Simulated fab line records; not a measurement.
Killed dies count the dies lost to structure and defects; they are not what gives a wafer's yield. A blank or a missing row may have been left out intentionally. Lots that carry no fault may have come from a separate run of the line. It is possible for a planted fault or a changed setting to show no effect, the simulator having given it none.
Matching of chambers | flow gf180mcu | cmp-01 running GF_V3_CMP_04: 4 sister chambers
The step polishes SiO2. 20 wafers are shown with their chamber, then 9 later ones without.

WAFERS PAIRED WITH THEIR CHAMBERS
wafer  | chamber | motor_current_A (A) | time_to_endpoint_s (s)
L247.2 | 0       | 11.2                | 78
L247.3 | 3       | 13.4                | 68
L247.6 | 2       | 13.8                | 72
L248.1 | 0       | 11.5                | 74
L248.5 | 2       | 13.2                | 70
L248.6 | 3       | 13.1                | 69
L250.1 | 0       | 11.5                | 82
L250.3 | 3       | 13.1                | 69
L250.5 | 0       | 11.1                | 88
L252.1 | 3       | 13.1                | 67
L252.2 | 2       | 14.5                | 68
L252.3 | 1       | 12.3                | 75
L258.1 | 1       | 11.9                | 82
L258.2 | 3       | 12.4                | 74
L258.6 | 2       | 14.0                | 81
L260.2 | 0       | 10.7                | 73
L260.6 | 3       | 13.6                | 69
L265.1 | 0       | 11.2                | 73
L265.3 | 3       | 13.0                | 74
L265.6 | 2       | 13.6                | 77

SIGNATURES, as means of the wafers listed above
reading            | chamber 0 | chamber 1 | chamber 2 | chamber 3 | scatter within a chamber
motor_current_A    | 11.200    | 12.100    | 13.820    | 13.100    | 0.378
time_to_endpoint_s | 78.00     | 78.50     | 73.60     | 70.00     | 4.79
Rule: for a wafer and a chamber, the distance is found by dividing, reading by reading, the gap between the wafer's reading and the chamber's mean by the reading's scatter, squaring, summing and taking the root. If the next closest chamber is less than 2 further off than the closest, the wafer can't be placed; otherwise it belongs to the closest. The scatter: take each reading less its chamber's mean, square it, sum over the shown wafers, divide by the number of wafers less the number of chambers, and take the root.

WAFERS WHOSE CHAMBER IS MISSING
wafer  | motor_current_A (A) | time_to_endpoint_s (s)
L268.2 | 12.2                | 63
L268.3 | 11.5                | 70
L268.4 | 13.8                | 67
L269.3 | 12.6                | 79
L269.4 | 11.6                | 81
L269.5 | 11.4                | 82
L270.1 | 11.5                | 78
L270.3 | 13.4                | 73
L270.4 | 12.2                | 84

EACH ONE'S CHAMBER
wafer  | from the rows above          | in truth
L268.2 | can't be placed: 3 or 1 or 0 | 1
L268.3 | can't be placed: 0 or 1      | 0
L268.4 | can't be placed: 2 or 3      | 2
L269.3 | can't be placed: 1 or 3      | 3
L269.4 | can't be placed: 0 or 1      | 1
L269.5 | can't be placed: 0 or 1      | 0
L270.1 | can't be placed: 0 or 1      | 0
L270.3 | can't be placed: 3 or 2      | 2
L270.4 | can't be placed: 1 or 0      | 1
0 of 9 placed correctly. From these rows, 9 cannot be placed; in 9 the true chamber is one of the candidates. Wrongly placed: 0.
